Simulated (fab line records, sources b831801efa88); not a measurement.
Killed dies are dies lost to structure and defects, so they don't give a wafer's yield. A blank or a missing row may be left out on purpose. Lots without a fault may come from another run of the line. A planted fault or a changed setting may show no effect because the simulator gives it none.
fab line records | flow sky130
record lots=6 wafers=17 last_day=50
route steps=708 shown METAL4@627 VIA4@639 PAD_OPEN@708
lots that met no fault: from a run of the same line without faults
start_h: hours from the record's first day to the start of the lot's first wafer shown | wait_h: hours since the lot's step before | " the same as in the row above | L1.1+2: a row that stands for several wafers | - no value, or no start given | * or withheld: withheld | < > ~ a bound
route shown NAME@n: a module of which the file shows steps, and the number in the route of the first | usual: mean/standard deviation of fault-free wafers | same: alike in all rows | chamber/n: place in a boat | sites: the reading at each site | _std_site: their standard deviation | _edge_site: outer sites' mean less inner sites' | radius_mm: how far each site lies from the wafer's centre | mask NAME#n: copy n | behind: the tool/chamber that last shaped the wafer | hold: why the lot was held/for how many hours/how that ended | device: the transistor (n, p or np) that didn't switch | end of line: the same wafers' tests at the end of the route | a step without rows: its recipe alone | killed: dies lost to structure and defects at the first sort, not the wafer's yield | map: a wafer's dies, x killed, . not, _ none there
set.NAME: the setting as run; set.NAME@STEP: as run at that earlier step | model.NAME: the simulator's own value behind a step, which no gauge read
lots at some steps of the route; a table a step, a row a wafer
services: from which hour (start_h, from the record's first day; less than 0 if before it) a tool's chamber was out of use, for how many hours, and why
## steps
# step SKY_METAL4_PEB_11
# recipe peb_temp_c=withheld peb_time_s=withheld resist=KrF-thick
# step SKY_METAL4_DEVELOP_12
# recipe develop_time_s=60 resist=KrF-thick dev_temp_c=21
# step SKY_METAL4_CD_MEAS_13
# recipe target_cd_nm=300
# usual cd_nm=300.2/1.6
# columns lot.wafer tool chamber start_h wait_h cd_nm
L196.1 cd_sem-02 - 987.60 - 299.3
L196.3 " - " " 300.0
L196.5 " - " " 298.9
L199.3 cd_sem-01 - 1011.23 - 304.0
L199.4 " - " " 304.3
L199.5 " - " " 304.4
L201.1 cd_sem-02 - 1022.64 - 298.5
L201.2 " - " " 298.8
L201.6 " - " " 298.6
L203.1 cd_sem-02 - 1030.35 - 300.5
L203.4 " - " " 300.4
L203.5 " - " " 301.2
L215.1 cd_sem-01 - 1106.89 - 299.6
L215.3 " - " " 300.0
L217.1 cd_sem-02 - 1120.09 - 302.0
L217.3 " - " " 302.3
L217.6 " - " " 300.6
# step SKY_METAL4_OVL_MEAS_14
# usual METAL4_OVL=0/5.2
# columns lot.wafer tool chamber start_h wait_h METAL4_OVL[nm]
L196.1 overlay-01 - 987.72 0.1 -5
L196.3 " - " " -3
L196.5 " - " " -2
L199.3 overlay-01 - 1011.33 0.1 6
L199.4 " - " " 6
L199.5 " - " " 6
L201.1 overlay-01 - 1022.76 0.1 -3
L201.2 " - " " -10
L201.6 " - " " -8
L203.1 overlay-02 - 1030.47 0.1 1
L203.4 " - " " -6
L203.5 " - " " 6
L215.1 overlay-01 - 1107.01 0.1 3
L215.3 " - " " 1
L217.1 overlay-02 - 1120.23 0.1 -3
L217.3 " - " " -8
L217.6 " - " " -5
# step SKY_METAL4_DESCUM_15
# recipe chemistry=O2 source_power_w=150 bias_power_w=0 pressure_mtorr=10 temp_c=40 time_s=8
# usual drypump_motor_current_A=5.7/0.49 oes_product_au=1.009/0.014
# columns lot.wafer tool chamber start_h wait_h drypump_motor_current_A oes_product_au rf_hours_counter_h
L196.1 rie_metal-01 1 987.75 0.0 6.6 0.989 12
L196.3 " 1 " " 6.6 0.985 -
L196.5 " 1 " " 6.7 0.992 -
L199.3 rie_metal-04 1 1011.36 0.0 5.8 1.015 -
L199.4 " 0 " " 5.1 1.024 -
L199.5 " 0 " " 5.1 1.024 -
L201.1 rie_metal-04 1 1022.80 0.0 5.8 1.017 17
L201.2 " 0 " " 5.1 1.014 12
L201.6 " 0 " " 5.1 1.021 -
L203.1 rie_metal-02 0 1030.50 0.0 5.3 1.015 6
L203.4 " 0 " " 5.3 1.021 -
L203.5 " 0 " " 5.3 1.011 -
L215.1 rie_metal-02 0 1107.05 0.0 5.3 0.998 13
L215.3 " 0 " " 5.3 1.013 -
L217.1 rie_metal-01 0 1120.27 0.0 5.6 0.993 18
L217.3 " 0 " " 5.6 0.999 -
L217.6 " 1 " " 6.6 1.014 -
# step SKY_METAL4_ETCH_16
# recipe chemistry=N2/H2 target=BARC ion_energy_ev=200 bias_w=100 pressure_mtorr=30 n2_flow_sccm=100 h2_flow_sccm=200 icp_w=500 stop_on=SiO2 time_s=88.2 target_depth_a=600
# usual bias_w=100.0/0.34 drypump_motor_current_A=5.7/0.5 oes_product_au=0.626/0.0046 throttle_valve_pct=13.206/0.0089
# columns lot.wafer tool chamber start_h wait_h bias_w drypump_motor_current_A oes_product_au rf_hours_counter_h throttle_valve_pct
L196.1 rie_metal-01 1 987.79 0.0 100.4 6.6 0.632 12 13.217
L196.3 " 1 " " 100.4 6.6 0.624 - 13.205
L196.5 " 1 " " 100.3 6.6 0.626 - 13.215
L199.3 rie_metal-04 1 1011.41 0.0 99.8 5.8 0.629 - 13.208
L199.4 " 0 " " 99.7 5.1 0.632 - 13.210
L199.5 " 0 " " 100.3 5.1 0.623 - 13.195
L201.1 rie_metal-04 1 1022.83 0.0 100.4 5.8 0.623 17 13.214
L201.2 " 0 " " 100.4 5.1 0.623 12 13.190
L201.6 " 0 " " 100.2 5.1 0.625 - 13.203
L203.1 rie_metal-02 0 1030.57 0.1 99.3 5.3 0.619 6 13.216
L203.4 " 0 " " 99.3 5.3 0.626 - 13.208
L203.5 " 0 " " 99.6 5.3 0.634 - 13.205
L215.1 rie_metal-02 0 1107.08 0.0 100.7 5.3 0.627 13 13.213
L215.3 " 0 " " 100.6 5.3 0.621 - 13.201
L217.1 rie_metal-01 0 1120.30 0.0 100.4 5.6 0.627 18 13.206
L217.3 " 0 " " 100.5 5.6 0.627 - 13.199
L217.6 " 1 " " 99.9 6.6 0.617 - 13.205
# step SKY_METAL4_ETCH_17
# recipe target=SiO2 stop_on=TiN chemistry=C4F8/O2/Ar source_w=1500 bias_w=1200 pressure_mtorr=40 c4f8_flow_sccm=withheld O2_flow_sccm=6 Ar_flow_sccm=300 time_s=3.9 target_depth_a=150
# step SKY_METAL4_METAL_ETCH_18
# recipe target_depth_a=8450 stop_on=SiO2 over_etch_frac=0.3 time_s=183.1 chemistry=Cl2/BCl3 resist_sidewall_deg=88 pressure_mtorr=10 icp_w=900 bias_w=48.5 Cl2_flow_sccm=60 bcl3_flow_sccm=30
# usual bias_w=48.47/0.13 drypump_motor_current_A=5.8/0.53 oes_product_au=0.866/0.0071 throttle_valve_pct=22.265/0.0093
# columns lot.wafer tool chamber start_h wait_h bias_w drypump_motor_current_A oes_product_au rf_hours_counter_h throttle_valve_pct
L196.1 rie_metal-02 1 987.90 0.0 48.62 5.8 0.872 21 22.276
L196.3 " 1 " " 48.51 5.8 0.867 - 22.270
L196.5 " 1 " " 48.59 5.8 0.865 - 22.272
L199.3 rie_metal-01 1 1011.56 0.1 48.59 6.6 0.874 - 22.266
L199.4 " 0 " " 48.58 5.6 0.868 - 22.274
L199.5 " 0 " " 48.66 5.6 0.870 - 22.260
L201.1 rie_metal-02 0 1022.95 0.0 48.68 5.3 0.850 5 22.253
L201.2 " 0 " " 48.36 5.3 0.866 - 22.257
L201.6 " 0 " " 48.27 5.3 0.857 - 22.270
L203.1 rie_metal-01 1 1030.78 0.0 48.39 6.6 0.865 15 22.260
L203.4 " 0 " " 48.44 5.6 0.864 - 22.253
L203.5 " 1 " " 48.33 6.6 0.860 - 22.270
L215.1 rie_metal-01 0 1107.20 0.0 48.55 5.6 0.877 17 22.266
L215.3 " 1 " " 48.65 6.7 0.863 - 22.254
L217.1 rie_metal-04 1 1120.42 0.0 48.29 5.8 0.873 24 22.270
L217.3 " 1 " " 48.17 5.8 0.876 - 22.261
L217.6 " 1 " " 48.49 5.8 0.868 - 22.255
# step SKY_METAL4_STRIP_19
# recipe chemistry=O2/N2 power_w=1400 pressure_mtorr=1500 platen_temp_c=withheld o2_flow_sccm=3000 n2_flow_sccm=300 overash_fraction=0.5
# usual drypump_motor_current_A=5.9/0.47 oes_product_au=0.498/0.0058 strip_time_to_endpoint_s=6.43/0.094
# columns lot.wafer tool chamber start_h wait_h drypump_motor_current_A oes_product_au rf_hours_counter_h strip_time_to_endpoint_s
L196.1 plasma_asher-02 1 988.08 0.1 6.5 0.500 24 6.34
L196.3 " 1 " " 6.4 0.498 - 6.33
L196.5 " 0 " " 6.3 0.494 - 6.33
L199.3 plasma_asher-04 1 1011.71 0.1 5.7 0.503 - 6.57
L199.4 " 0 " " 5.1 0.500 - 6.46
L199.5 " 0 " " 5.1 0.499 - 6.55
L201.1 plasma_asher-02 1 1023.30 0.3 6.4 0.500 27 6.39
L201.2 " 0 " " 6.3 0.495 27 6.42
L201.6 " 1 " " 6.4 0.507 - 6.43
L203.1 plasma_asher-02 0 1030.96 0.1 6.3 0.504 28 6.41
L203.4 " 1 " " 6.4 0.499 - 6.53
L203.5 " 0 " " 6.3 0.495 - 6.42
L215.1 plasma_asher-01 1 1107.38 0.1 5.4 0.502 101 6.55
L215.3 " 0 " " 5.5 0.502 - 6.39
L217.1 plasma_asher-02 1 1120.77 0.3 6.4 0.501 37 6.42
L217.3 " 1 " " 6.4 0.497 - 6.46
L217.6 " 1 " " 6.5 0.499 - 6.44
# step SKY_METAL4_STRIP_20
# recipe chemistry=post_etch_residue_remover time_s=1200 temp_c=72.5
# step SKY_METAL4_CLEAN_21
# recipe chemistry=IPA time_s=180 temp_c=25
# step SKY_METAL4_CLEAN_22
# recipe chemistry=O3/DIW dry=n2_spin
# step SKY_VIA4_HDPCVD_00
# recipe material=SiO2 target_thk_nm=1750 sigma_open_frac=0.3 time_s=291.7 temp_c=400 sih4_flow_sccm=60 pressure_mtorr=6
# usual run_length_s=319.4/0.45
# columns lot.wafer tool chamber start_h wait_h run_length_s model.SiO2_of_VIA4_HDPCVD_00.thk_nm
L196.1 hdpcvd-02 0 988.67 0.0 319.4 1766
L196.3 " 1 " " 319.6 1815
L196.5 " 0 " " 319.3 1788
L199.3 hdpcvd-01 2 1012.40 0.0 319.5 1729
L199.4 " 0 " " 319.6 1750
L199.5 " 2 " " 319.3 1735
L201.1 hdpcvd-02 1 1023.94 0.0 320.2 1795
L201.2 " 2 " " 318.7 1774
L201.6 " 1 " " 319.5 1777
L203.1 hdpcvd-01 0 1031.59 0.0 319.8 1692
L203.4 " 0 " " 319.6 1697
L203.5 " 1 " " 320.1 1717
L215.1 hdpcvd-01 0 1108.01 0.0 306.5 1613
L215.3 " 1 " " 319.7 1745
L217.1 hdpcvd-01 1 1121.36 0.0 306.7 1651
L217.3 " 2 " " 319.6 1707
L217.6 " 1 " " 320.2 1720
# step SKY_VIA4_THK_MEAS_01
# recipe reads=SiO2_of_VIA4_HDPCVD_00
# usual VIA4_HDPCVD_THK=1748/36
# columns lot.wafer tool chamber start_h wait_h VIA4_HDPCVD_THK[nm]
L196.1 film_metro-01 - 988.85 0.1 1767
L196.3 " - " " 1814
L196.5 " - " " 1789
L199.3 film_metro-02 - 1012.59 0.1 1730
L199.4 " - " " 1750
L199.5 " - " " 1735
L201.1 film_metro-01 - 1024.12 0.1 1793
L201.2 " - " " 1773
L201.6 " - " " 1776
L203.1 film_metro-01 - 1031.77 0.1 1693
L203.4 " - " " 1698
L203.5 " - " " 1717
L215.1 film_metro-01 - 1108.19 0.1 1613
L215.3 " - " " 1744
L217.1 film_metro-03 - 1121.63 0.2 1650
L217.3 " - " " 1707
L217.6 " - " " 1720
# step SKY_VIA4_CMP_02
# recipe material=SiO2 down_force_psi=4 platen_rpm=60 pad_velocity_m_s=0.94248
# usual motor_current_A=12.8/1.1 retaining_ring_pressure_frac=1.000/0.0046
# columns lot.wafer tool chamber start_h wait_h motor_current_A retaining_ring_pressure_frac
L196.3 cmp-01 3 988.91 0.0 13.1 1.001
L196.1 " 0 " " 12.3 1.010
L196.5 " 3 " " 12.9 1.010
L199.3 cmp-01 2 1012.83 0.2 13.0 0.996
L199.4 " 3 " " 13.1 1.001
L199.5 " 2 " " 13.0 1.002
L201.2 cmp-01 3 1024.23 0.1 13.5 1.002
L201.1 " 1 " " 13.2 0.995
L201.6 " 2 " " 12.2 0.996
L203.1 cmp-02 0 1031.83 0.1 15.0 0.999
L203.4 " 3 " " 11.1 1.005
L203.5 " 0 " " 14.5 1.000
L215.3 cmp-02 3 1108.30 0.1 11.3 0.998
L215.1 " 1 " " 12.8 0.993
L217.3 cmp-01 3 1121.71 0.0 13.0 1.002
L217.1 " 1 " " 12.7 0.999
L217.6 " 3 " " 12.9 0.998
# step SKY_PAD_OPEN_PROBE_99
# usual defect_limited_yield=82.3/2.1 killed_at_M0_to_M3=45/6.9 killed_at_M4_up=3.1/1.7 killed_at_contacts=24/5.7 killed_at_front_end=15/4.6 killed_at_other=0.3/0.57 killed_dies=87/10 killed_open=48/7.4 killed_short=39/6.7 sort_bin_3_pad_short=0.9/0.41 sort_bin_5_function=10.4/1.5 sort_bin_6_memory=6.4/1.1 sort_n_pass=405/10 sort_yield_pct=82.3/2.1
# same gross_dies=492 killed_at_back_side=0 sort_bin_4_leakage[%]=0 sort_bin_8_speed[%]=0
# columns lot.wafer tool chamber start_h wait_h defect_limited_yield[%] killed_at_M0_to_M3 killed_at_M4_up killed_at_contacts killed_at_front_end killed_at_other killed_dies killed_open killed_short sort_bin_3_pad_short[%] sort_bin_5_function[%] sort_bin_6_memory[%] sort_n_pass sort_yield_pct[%]
L217.1 prober-02 - 1196.02 0.1 82.3 50 3 24 10 0 87 49 38 1.0 11.4 5.3 405 82.3
L217.3 prober-02 - 1196.12 0.2 81.3 49 3 23 17 0 92 57 34 0.4 12.6 5.7 400 81.3
L217.6 prober-02 - 1196.27 0.2 83.7 52 3 8 17 0 80 38 42 1.2 8.3 6.7 412 83.7
# killed by level:class
L217.1 LI_CONTACT:geometric_particle:open=10 METAL2:geometric_particle:short=10 VIA3:geometric_particle:open=8 CONTACT:geometric_particle:open=7 VIA1:geometric_particle:open=7 METAL1:geometric_particle:short=6 VIA2:geometric_particle:open=6 VIA1:geometric_particle:short=5
L217.3 VIA1:geometric_particle:open=13 VIA2:geometric_particle:open=10 LI_CONTACT:geometric_particle:open=8 CONTACT:geometric_particle:open=8 FIELD_ISO:geometric_particle:open=7 VIA3:geometric_particle:open=6 METAL1:geometric_particle:short=5 POLY_GATE:geometric_particle:short=4
L217.6 VIA1:geometric_particle:open=13 METAL2:geometric_particle:short=7 SPACER:geometric_particle:short=6 VIA3:geometric_particle:open=6 METAL1:geometric_particle:short=5 VIA3:geometric_particle:short=4 METAL3:geometric_particle:short=4 POLY_GATE:geometric_particle:short=3
## services
# columns tool chamber start_h hours kind
plasma_asher-01 - 973.34 0.6 repair
hdpcvd-02 - 981.87 1.5 repair
cmp-02 - 991.10 9.3 repair
plasma_asher-02 - 1001.97 5.1 repair
rie_metal-04 - 1006.62 2.8 pm
cmp-02 - 1010.09 7.9 pm
rie_metal-02 1 1020.23 7.6 repair
rie_metal-02 1 1027.87 - clean
rie_metal-02 1 1027.87 26.8 scheduled_down
plasma_asher-04 - 1055.25 9.0 pm
cmp-01 - 1056.83 1.6 repair
cmp-01 - 1068.69 2.5 repair
plasma_asher-01 - 1069.34 1.6 repair
plasma_asher-02 - 1072.80 1.4 repair
cmp-02 - 1075.85 2.2 repair
cmp-01 - 1083.20 4.0 pm
cmp-02 - 1095.48 3.0 repair
cmp-01 - 1096.25 1.2 repair
plasma_asher-04 - 1105.69 16.1 repair
rie_metal-01 0 1111.80 1.5 repair
rie_metal-04 0 1113.05 9.0 repair
cmp-02 - 1113.85 0.3 repair
cmp-01 - 1116.48 5.2 pm
hdpcvd-01 0 1116.90 5.5 repair
## key
first_sign step=SKY_VIA4_HDPCVD_00 reading=run_length_s direction=down sigmas=28 usual=* struck=*
effect step=SKY_VIA4_THK_MEAS_01 reading=VIA4_HDPCVD_THK direction=down sigmas=3.2 usual=1748 struck=1631
model_effect step=SKY_VIA4_HDPCVD_00 value=SiO2_of_VIA4_HDPCVD_00.thk_nm without=1709 struck=1632
met_at SKY_VIA4_HDPCVD_00
struck_wafers L215.1,L217.1
onset_between 1031.59 1108.01
fault kind=process_parameter_drift tool=hdpcvd-01 chamber=- onset_h=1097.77 steps=SKY_VIA4_HDPCVD_00 channel=time_s offset=* shape=step end_h=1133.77 scope=struck_wafers_only acts_in=* stated=*
